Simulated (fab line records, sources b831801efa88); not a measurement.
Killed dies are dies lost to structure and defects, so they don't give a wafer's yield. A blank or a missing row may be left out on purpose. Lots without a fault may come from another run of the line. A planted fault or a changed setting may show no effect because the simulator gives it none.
fab line records | flow sky130
record lots=11 wafers=33 last_day=50
route steps=708 shown FIELD_ISO@9 PWDE@55 VT_ADJUST_LVTN@107 VT_ADJUST_PCH@152 PAD_OPEN@708
lots that met no fault: from a run of the same line without faults
start_h: hours from the record's first day to the start of the lot's first wafer shown | wait_h: hours since the lot's step before | " the same as in the row above | L1.1+2: a row that stands for several wafers | - no value, or no start given | * or withheld: withheld | < > ~ a bound
route shown NAME@n: a module of which the file shows steps, and the number in the route of the first | usual: mean/standard deviation of fault-free wafers | same: alike in all rows | chamber/n: place in a boat | sites: the reading at each site | _std_site: their standard deviation | _edge_site: outer sites' mean less inner sites' | radius_mm: how far each site lies from the wafer's centre | mask NAME#n: copy n | behind: the tool/chamber that last shaped the wafer | hold: why the lot was held/for how many hours/how that ended | device: the transistor (n, p or np) that didn't switch | end of line: the same wafers' tests at the end of the route | a step without rows: its recipe alone | killed: dies lost to structure and defects at the first sort, not the wafer's yield | map: a wafer's dies, x killed, . not, _ none there
set.NAME: the setting as run; set.NAME@STEP: as run at that earlier step | model.NAME: the simulator's own value behind a step, which no gauge read
steps of the route over a sample of lots; a table a step, a row a wafer
services: from which hour (start_h, from the record's first day; less than 0 if before it) a tool's chamber was out of use, for how many hours, and why
## steps
# step SKY_FIELD_ISO_COAT_08
# recipe resist=KrF-thick spin_rpm=3000 resist_thk_nm=450
# usual chill_plate_temp_C=22.99/0.1 exhaust_pa=45.1/0.78
# columns lot.wafer tool chamber start_h wait_h chill_plate_temp_C exhaust_pa
L800.4 litho_track-01 0 22 - 23.05 45.9
L800.5 " 0 " " 22.88 45.5
L800.6 " 0 " " 22.94 46.4
L801.4 litho_track-04 0 26 - 22.82 44.5
L801.5 " 0 " " 22.93 45.2
L801.6 " 0 " " 23.02 45.3
L802.1 litho_track-02 0 34 - 22.87 45.5
L802.4 " 0 " " 22.83 46.2
L802.6 " 0 " " 23.03 45.7
L806.1 litho_track-02 0 55 - 23.07 45.7
L806.4 " 0 56 - 23.05 45.4
L806.6 " 0 " " 23.02 46.4
L808.3 litho_track-02 0 62 - 22.95 44.5
L808.4 " 0 " " 22.83 44.5
L808.6 " 0 " " 22.78 44.5
L809.1 litho_track-04 0 67 - 23.12 44.3
L809.4 " 0 " " 23.23 44.1
L809.6 " 0 " " 22.99 45.8
L810.2 litho_track-02 0 71 - 23.04 44.8
L810.4 " 0 " " 22.92 46.1
L810.5 " 0 " " 23.21 44.3
L811.1 litho_track-02 0 76 - 23.14 43.2
L811.4 " 0 " " 22.99 44.8
L811.5 " 0 " " 23.19 44.3
L820.1 litho_track-04 0 123 - 22.76 45.0
L820.2 " 0 " " 22.89 44.9
L820.5 " 0 " " 22.85 44.8
L821.1 litho_track-01 0 129 - 22.95 45.1
L821.3 " 0 " " 23.12 43.8
L821.6 " 0 " " 23.12 44.2
L822.2 litho_track-04 0 134 - 23.02 44.8
L822.3 " 0 " " 22.98 44.0
L822.6 " 0 " " 22.84 45.4
# step SKY_FIELD_ISO_STRIP_16
# recipe chemistry=O2/N2 power_w=1400 pressure_mtorr=1500 platen_temp_c=withheld o2_flow_sccm=3000 n2_flow_sccm=300 overash_fraction=0.5
# usual drypump_motor_current_A=5.76/0.24 n2_flow_sccm=300.0/0.84 o2_flow_sccm=2998/7.7 oes_product_au=0.378/0.0046 strip_time_to_endpoint_s=3.546/0.028
# columns lot.wafer tool chamber start_h wait_h drypump_motor_current_A n2_flow_sccm o2_flow_sccm oes_product_au rf_hours_counter_h strip_time_to_endpoint_s
L800.4 plasma_asher-01 1 29.13 0.1 5.88 300.1 2997 0.379 - 3.570
L800.5 " 1 " " 5.87 300.0 2997 0.380 - 3.528
L800.6 " 0 " " 5.60 301.6 3001 0.375 - 3.598
L801.4 plasma_asher-01 0 34.53 0.1 5.60 298.4 3001 0.381 - 3.604
L801.5 " 1 " " 5.85 299.1 2999 0.376 - 3.564
L801.6 " 0 " " 5.59 299.1 2990 0.371 - 3.558
L802.1 plasma_asher-01 0 41.66 0.0 5.58 301.3 2985 0.388 24 3.560
L802.4 " 0 " " 5.58 300.5 2995 0.378 - 3.514
L802.6 " 0 " " 5.57 299.7 2984 0.374 - 3.551
L806.1 plasma_asher-03 1 64.40 0.0 5.44 299.8 3003 0.371 38 3.505
L806.4 " 1 " " 5.43 300.9 3005 0.377 - 3.518
L806.6 " 1 " " 5.43 299.3 3012 0.370 - 3.525
L808.3 plasma_asher-04 1 71.09 0.1 6.10 299.7 3009 0.376 - 3.532
L808.4 " 0 " " 5.56 299.7 2999 0.377 - 3.505
L808.6 " 1 " " 6.13 300.4 3009 0.380 - 3.541
L809.1 plasma_asher-03 0 76.16 0.0 6.13 300.5 3007 0.375 39 3.510
L809.4 " 0 " " 6.11 299.7 2992 0.375 - 3.482
L809.6 " 1 " " 5.42 298.7 2995 0.375 - 3.558
L810.2 plasma_asher-01 0 80.26 0.0 5.61 301.6 3000 0.387 27 3.852
L810.4 " 1 " " 5.86 299.0 2990 0.387 - 3.816
L810.5 " 1 " " 5.88 299.4 2998 0.386 - 3.860
L811.1 plasma_asher-01 0 85.61 0.0 5.61 300.3 3015 0.386 28 3.865
L811.4 " 1 " " 5.86 299.9 3000 0.398 - 3.902
L811.5 " 1 " " 5.84 299.9 2991 0.386 - 3.888
L820.1 plasma_asher-03 0 132.90 0.0 6.12 298.9 2999 0.373 45 3.541
L820.2 " 1 " " 5.42 299.1 3008 0.378 45 3.577
L820.5 " 1 " " 5.41 299.9 2985 0.377 - 3.544
L821.1 plasma_asher-01 1 138.82 0.0 5.84 300.0 2995 0.375 33 3.536
L821.3 " 0 " " 5.60 300.7 3002 0.378 - 3.529
L821.6 " 1 " " 5.83 300.4 3006 0.377 - 3.541
L822.2 plasma_asher-04 1 144.66 0.0 6.09 300.2 3006 0.380 2 3.583
L822.3 " 0 " " 5.57 300.3 3012 0.382 - 3.562
L822.6 " 0 " " 5.58 299.9 2996 0.374 - 3.588
# step SKY_PWDE_TW_MEAS_10
# usual PWDE_TW=375.8/2.3
# columns lot.wafer tool chamber start_h wait_h PWDE_TW
L800.4 film_metro-01 - 74.45 0.1 375.9
L800.5 " - " " 376.5
L800.6 " - " " 374.4
L801.4 film_metro-04 - 79.06 0.1 372.3
L801.5 " - " " 373.2
L801.6 " - " " 374.0
L802.1 film_metro-04 - 82.77 0.1 373.9
L802.4 " - " " 373.5
L802.6 " - " " 374.6
L806.1 film_metro-04 - 107.12 0.1 368.8
L806.4 " - " " 371.2
L806.6 " - " " 371.5
L808.3 film_metro-02 - 115.64 0.1 376.4
L808.4 " - " " 380.7
L808.6 " - " " 377.0
L809.1 film_metro-02 - 120.12 0.1 378.4
L809.4 " - " " 375.0
L809.6 " - " " 376.2
L810.2 film_metro-04 - 124.69 0.1 372.9
L810.4 " - " " 372.9
L810.5 " - " " 376.2
L811.1 film_metro-02 - 128.67 0.1 374.5
L811.4 " - " " 376.4
L811.5 " - " " 376.8
L820.1 film_metro-01 - 186.42 0.1 376.0
L820.2 " - " " 376.7
L820.5 " - " " 377.0
L821.1 film_metro-01 - 200.48 0.1 376.0
L821.3 " - " " 374.5
L821.6 " - " " 374.9
L822.2 film_metro-02 - 202.68 0.1 376.1
L822.3 " - " " 374.1
L822.6 " - " " 376.5
# step SKY_VT_ADJUST_LVTN_TW_MEAS_10
# usual VT_ADJUST_LVTN_TW=243.8/1.2
# columns lot.wafer tool chamber start_h wait_h VT_ADJUST_LVTN_TW
L800.4 film_metro-02 - 148.50 0.1 246.1
L800.5 " - " " 244.4
L800.6 " - " " 245.3
L801.4 film_metro-01 - 153.00 0.1 245.2
L801.5 " - " " 244.1
L801.6 " - " " 245.7
L802.1 film_metro-02 - 157.72 0.1 244.6
L802.4 " - " " 243.3
L802.6 " - " " 245.9
L806.1 film_metro-03 - 183.82 0.1 244.1
L806.4 " - " " 244.2
L806.6 " - " " 244.6
L808.3 film_metro-01 - 200.14 0.1 242.8
L808.4 " - " " 241.8
L808.6 " - " " 242.3
L809.1 film_metro-03 - 201.67 0.1 241.8
L809.4 " - " " 243.3
L809.6 " - " " 242.9
L810.2 film_metro-02 - 202.38 0.1 242.3
L810.4 " - " " 242.8
L810.5 " - " " 242.3
L811.1 film_metro-03 - 203.32 0.1 241.6
L811.4 " - " " 243.8
L811.5 " - " " 244.2
L820.1 film_metro-01 - 275.09 0.1 243.7
L820.2 " - " " 244.0
L820.5 " - " " 243.7
L821.1 film_metro-01 - 294.47 0.1 244.5
L821.3 " - " " 244.9
L821.6 " - " " 244.7
L822.2 film_metro-01 - 298.03 0.1 243.8
L822.3 " - " " 244.6
L822.6 " - " " 244.4
# step SKY_VT_ADJUST_PCH_STRIP_09
# recipe chemistry=O2/N2 power_w=1400 pressure_mtorr=1500 platen_temp_c=withheld o2_flow_sccm=3000 n2_flow_sccm=300 overash_fraction=0.5
# usual drypump_motor_current_A=5.78/0.27 n2_flow_sccm=300.1/0.81 o2_flow_sccm=2999/10 oes_product_au=0.723/0.0048 strip_time_to_endpoint_s=36.90/0.096
# columns lot.wafer tool chamber start_h wait_h drypump_motor_current_A n2_flow_sccm o2_flow_sccm oes_product_au rf_hours_counter_h strip_time_to_endpoint_s
L800.4 plasma_asher-04 0 226.09 0.1 5.59 299.2 2985 0.726 - 36.89
L800.5 " 1 " " 6.09 300.4 3025 0.724 - 36.95
L800.6 " 0 " " 5.58 299.7 2991 0.726 - 36.82
L801.4 plasma_asher-03 0 233.15 0.1 6.09 300.7 2999 0.721 - 37.01
L801.5 " 0 " " 6.11 299.7 2996 0.722 - 36.97
L801.6 " 1 " " 5.42 300.5 2998 0.724 - 36.96
L802.1 plasma_asher-01 0 246.84 0.1 5.59 301.7 3002 0.722 43 36.94
L802.4 " 1 " " 5.84 300.1 2987 0.730 - 36.86
L802.6 " 1 " " 5.85 299.1 2981 0.719 - 36.88
L806.1 plasma_asher-01 1 272.59 0.1 5.85 300.3 3002 0.722 45 36.77
L806.4 " 1 " " 5.86 300.1 3002 0.719 - 36.83
L806.6 " 1 " " 5.86 299.2 3008 0.719 - 36.93
L808.3 plasma_asher-04 0 292.62 0.1 5.54 300.2 2991 0.723 - 36.91
L808.4 " 1 " " 6.09 300.8 3006 0.726 - 36.85
L808.6 " 1 " " 6.09 300.1 3003 0.720 - 36.86
L809.1 plasma_asher-01 0 295.99 0.1 5.61 300.1 3014 0.724 47 37.05
L809.4 " 0 " " 5.61 299.3 2999 0.720 - 36.99
L809.6 " 0 " " 5.60 300.5 3000 0.723 - 37.01
L810.2 plasma_asher-04 1 296.69 0.1 6.08 300.5 2988 0.733 17 36.78
L810.4 " 0 " " 5.56 300.1 3000 0.726 - 36.84
L810.5 " 0 " " 5.56 299.3 2998 0.728 - 36.79
L811.1 plasma_asher-03 0 297.98 0.1 6.11 300.8 2999 0.724 61 37.07
L811.4 " 1 " " 5.42 299.1 3006 0.719 - 37.04
L811.5 " 1 " " 5.43 300.2 2990 0.729 - 36.96
L820.1 plasma_asher-03 0 382.27 0.1 6.13 300.2 2993 0.716 69 36.80
L820.2 " 1 " " 5.42 299.1 3012 0.726 69 36.85
L820.5 " 0 " " 6.14 299.8 2990 0.720 - 36.71
L821.1 plasma_asher-04 0 405.62 0.1 5.57 299.6 3017 0.726 28 36.84
L821.3 " 0 " " 5.56 300.6 2991 0.718 - 36.76
L821.6 " 0 " " 5.55 300.8 2988 0.713 - 36.73
L822.2 plasma_asher-04 1 407.68 0.1 6.10 300.3 2985 0.726 28 36.83
L822.3 " 1 " " 6.10 300.7 2988 0.727 - 36.92
L822.6 " 0 " " 5.57 300.5 2992 0.721 - 36.80
# step SKY_PAD_OPEN_PROBE_99
# usual killed_at_M0_to_M3=43/6.4 killed_at_M4_up=3.1/2 killed_at_contacts=24/5.2 killed_at_front_end=15/4.3 killed_at_other=0.2/0.48 killed_dies=85/9.7 killed_on_rim=17/4.2 killed_open=47/6.9 killed_short=38/6.7
# same gross_dies=492 killed_at_back_side=0
# columns lot.wafer tool chamber start_h wait_h killed_at_M0_to_M3 killed_at_M4_up killed_at_contacts killed_at_front_end killed_at_other killed_dies killed_on_rim killed_open killed_short
L811.1 prober-01 - 1144.25 0.1 43 2 23 19 0 87 16 54 33
L811.4 prober-01 - 1144.40 0.2 53 5 23 20 0 101 16 59 42
L811.5 prober-01 - 1144.45 0.2 29 3 26 20 0 78 25 40 38
# killed by level:class
L811.1 VIA1:geometric_particle:open=11 CONTACT:geometric_particle:open=8 LI_CONTACT:geometric_particle:open=7 VIA2:geometric_particle:short=7 POLY_GATE:geometric_particle:open=6 METAL2:geometric_particle:short=6 VIA2:geometric_particle:open=6 VIA3:geometric_particle:open=5
L811.4 VIA1:geometric_particle:open=11 CONTACT:geometric_particle:open=10 VIA2:geometric_particle:open=10 VIA3:geometric_particle:open=8 VIA1:geometric_particle:short=7 LI_CONTACT:geometric_particle:short=6 FIELD_ISO:geometric_particle:short=5 METAL1:geometric_particle:open=5
L811.5 LI_CONTACT:geometric_particle:open=9 FIELD_ISO:geometric_particle:short=7 CONTACT:geometric_particle:open=6 LOCAL_INTERCONNECT:geometric_particle:short=5 VIA1:geometric_particle:open=5 VIA3:geometric_particle:open=5 POLY_GATE:geometric_particle:short=4 VIA1:geometric_particle:short=4
## services
# columns tool chamber start_h hours kind
plasma_asher-03 - 103.31 1.0 repair
plasma_asher-04 - 108.75 9.0 pm
plasma_asher-04 0 108.75 9.0 vent_cycle
plasma_asher-04 1 108.75 9.0 vent_cycle
plasma_asher-04 0 117.75 - clean
plasma_asher-04 1 117.75 - clean
plasma_asher-03 - 124.00 1.4 repair
plasma_asher-01 - 285.07 5.1 repair
plasma_asher-03 - 318.52 3.3 repair
plasma_asher-01 - 353.43 2.8 pm
## key
first_sign step=SKY_FIELD_ISO_STRIP_16 reading=strip_time_to_endpoint_s direction=up sigmas=11 usual=* struck=*
effect none on later readings
met_at SKY_FIELD_ISO_COAT_08
struck_lots L810,L811
tester_left_out L810,L811
not_acting_at SKY_PWDE_TW_MEAS_10,SKY_VT_ADJUST_LVTN_TW_MEAS_10,SKY_VT_ADJUST_PCH_STRIP_09
onset_between 62 71
fault kind=process_parameter_drift tool=litho_track-02 chamber=- onset_h=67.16 steps=SKY_FIELD_ISO_COAT_08 channel=resist_thk_nm offset=30.835 shape=step end_h=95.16 acts_in=these_recipes_only stated=450
# tester_left_out: of these lots the tester's yield and bins aren't shown, on N5 and GAA mostly nor the transistor test; their killed dies are dies lost to structure and defects alone, not to doping, threshold or leakage, so they don't give the yield
